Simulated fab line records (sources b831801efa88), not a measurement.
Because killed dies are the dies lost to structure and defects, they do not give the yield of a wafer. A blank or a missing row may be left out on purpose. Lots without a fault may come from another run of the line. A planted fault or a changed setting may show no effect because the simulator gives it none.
A single fault, viewed from 2 desks :: flow sky130 :: only its own numbers are on each desk; what lay behind them is given at the end

== DESK OF THE TOOL OWNER: cvd w-01 ==
The tool's own readings at SKY_VIA3_CVD_21 (deposits W, target thk 390 nm, time 117.31 s): means of the sampled wafers that have a number, for each lot that ran on this tool. Marked OUT: a lot whose mean sits more than 4 standard deviations from the usual mean, which makes it out of limits; the brackets give that distance.
Columns: A = heater power w at SKY_VIA3_CVD_21, usual 790 W
lot: L867
first seen here: day 40 23:15
A: 785

lot: L868
first seen here: day 41 08:17
A: 787

lot: L870
first seen here: day 41 22:46
A: 787

lot: L872
first seen here: day 42 08:26
A: 813

lot: L873
first seen here: day 42 16:44
A: 779

lot: L876
first seen here: day 43 09:20
A: 771

lot: L878
first seen here: day 44 02:35
A: 790

lot: L882
first seen here: day 45 02:25
A: 786
This desk found nothing out of limits on any of the 8 lots.

== THE METROLOGY DESK ==
Lot by lot, what the gauges showed, no matter which tool ran the lot: averages of those sampled wafers that carry a number. Marked OUT: a lot whose mean sits more than 4 standard deviations from the usual mean, which makes it out of limits; the brackets give that distance.
Columns: A = PASSIVATION_CVD_00_THK at SKY_PASSIVATION_THK_MEAS_01, usual 90.0 nm
lot: L866
first seen here: day 45 01:24
A: 90.2

lot: L867
first seen here: day 45 01:25
A: 90.6

lot: L868
first seen here: day 45 10:38
A: 89.8

lot: L870
first seen here: day 45 22:11
A: 90.8

lot: L872
first seen here: day 46 08:07
A: 90.5

lot: L873
first seen here: day 46 16:35
A: 90.2

lot: L876
first seen here: day 47 05:19
A: 89.5

lot: L877
first seen here: day 47 18:02
A: 89.5

lot: L878
first seen here: day 47 20:28
A: 90.4

lot: L880
first seen here: day 48 09:45
A: 88.7

lot: L882
first seen here: day 48 16:33
A: 88.4
This desk found nothing out of limits on any of the 11 lots.

== PUT TOGETHER ==
Nothing out of limits was seen by the tool owner's desk.
The metrology desk saw nothing out of limits.

== WHAT THE SIMULATOR HAD INSERTED ==
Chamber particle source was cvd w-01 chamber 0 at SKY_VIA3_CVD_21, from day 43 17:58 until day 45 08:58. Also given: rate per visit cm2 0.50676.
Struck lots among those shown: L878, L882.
